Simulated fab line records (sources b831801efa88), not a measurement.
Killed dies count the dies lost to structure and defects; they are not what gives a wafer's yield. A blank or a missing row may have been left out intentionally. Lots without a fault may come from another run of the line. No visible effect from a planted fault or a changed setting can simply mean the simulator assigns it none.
Struck lot and sound lot, side by side ; flow sky130 ; 17 out of 708 route steps
Sound: these wafers, L366.1, L366.2, L366.3. Wafers L377.1, L377.3, L377.4 were the ones struck. The cause is given at the end.
For every step that has rows: the tool of each side, followed by ch and its chambers, followed by its first start. Under that, the readings that differ: sound wafers ; struck wafers ; difference of the means ; sigmas: that difference in standard deviations of wafers without a fault.
alike: a reading whose means differ by less than 2 such deviations, as well as words and numbers matching on both sides. not compared: withheld readings; readings where some wafer has no value; bounds like >300 that might hide an equal value; numbers whose values overlap and for which the record gives no deviation.
The two part at a step that has a row with sigmas, a row that says differs or no value, or rows on one side only. Numbers that don't overlap but have no deviation are shown without sigmas and don't part them. Lack of a reading on every wafer of one side parts them only where that side has two or more wafers.

SKY_VIA1_CMP_02: polishes SiO2.
  sound on cmp-02 ch 1,2,3, day 34 10:13; struck on cmp-02 ch 0,1,2, day 37 16:33
  alike: head-pressure-psi, motor-current-A
SKY_VIA1_BOW_MEAS_03:
  sound on film-metro-04 at day 34 10:31; struck on film-metro-02 at day 37 16:48
  alike: VIA1_BOW
then, 8 steps without rows for these wafers: SKY_VIA1_DEHYDRATE_04 (time 60 s); SKY_VIA1_HMDS_05 (prime time 60 s); SKY_VIA1_COAT_06 (resist thk 60 nm); SKY_VIA1_COAT_07 (resist thk 450 nm); SKY_VIA1_SOFTBAKE_08 (time 90 s); SKY_VIA1_EXPOSE_09 (exposes mask VIM, target cd 150 nm); SKY_VIA1_PEB_10; SKY_VIA1_DEVELOP_11 (develop time 60 s).
SKY_VIA1_CD_MEAS_12: target cd 150 nm.
  sound on cd-sem-01 at day 35 12:04; struck on cd-sem-02 at day 38 17:58
  alike: cd-nm
SKY_VIA1_OVL_MEAS_13:
  sound on overlay-02 at day 35 12:11; struck on overlay-01 at day 38 18:05
  alike: VIA1_OVL
SKY_VIA1_ETCH_14: etches BARC in N2/H2, stops on SiO2, time 45.9 s, target depth 60 nm.
  sound on rie-diel-01 ch 0,2,3, day 35 12:13; struck on rie-diel-01 ch 0,2,3, day 38 18:07
reading;sound;struck;difference;sigmas
rf-fwd-power-W (W);494.4 491.8 495.6;575.6 577.6 571.8;+81.1;+35
model.KrF-thick_of_VIA1_COAT_07.thk-nm (nm);391.6 392.4 390.9;386.5 387.2 385.9;-5.1;
  alike: drypump-motor-current-A, oes-product-au, throttle-valve-pct
  not compared: rf-hours-counter-h
SKY_VIA1_ETCH_15: etches SiO2 in C4F8/O2/Ar, stops on TiN, target depth 351 nm, time 54 s.
  sound on rie-diel-01 ch 0,2,3, day 35 12:16; struck on rie-diel-01 ch 0,2,3, day 38 18:10
reading;sound;struck;difference;sigmas
model.KrF-thick_of_VIA1_COAT_07.thk-nm (nm);323.5 322.3 321;317.8 317.3 315.4;-5.4;
  alike: oes-product-au, rf-fwd-power-W
  not compared: rf-hours-counter-h
SKY_VIA1_STRIP_16: strips in O2/N2.
  sound on plasma-asher-03 ch 0,1, day 35 12:19; struck on plasma-asher-03 ch 0,1, day 38 18:13
reading;sound;struck;difference;sigmas
strip-time-to-endpoint-s (s);4.481 4.451 4.442;4.408 4.419 4.376;-0.057;-2
  alike: drypump-motor-current-A, oes-product-au
  not compared: rf-hours-counter-h
then, 1 step without rows for these wafers: SKY_VIA1_STRIP_17 (strips in post etch residue remover, time 1200 s).
-- the record jumps here: 11 days lie between the struck wafers' starts before and after (it left off in module VIA1 and takes up again in module PAD_OPEN, whose first step shown is number 708 of the route) --
SKY_PAD_OPEN_PROBE_99:
  sound on prober-01 at day 46 23:51; struck on prober-01 at day 49 09:19
  alike: defect-limited-yield, killed_at_M0_to_M3, killed_at_M4_up, killed-at-contacts, killed-at-front-end, killed-at-other, killed-dies, killed-open, killed-short, sort_bin_3_pad_short, sort_bin_5_function, sort_bin_6_memory, sort-n-pass, sort-yield-pct

== WHERE THEY PART ==
Earliest at SKY_VIA1_ETCH_14; latest, in this record, at SKY_VIA1_STRIP_16. Later steps at which nothing parts them and some readings are alike: SKY_PAD_OPEN_PROBE_99.

WHY: the cause the simulator had injected
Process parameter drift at SKY_VIA1_ETCH_14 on rie-diel-01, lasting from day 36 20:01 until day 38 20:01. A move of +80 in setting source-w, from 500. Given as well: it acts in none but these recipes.
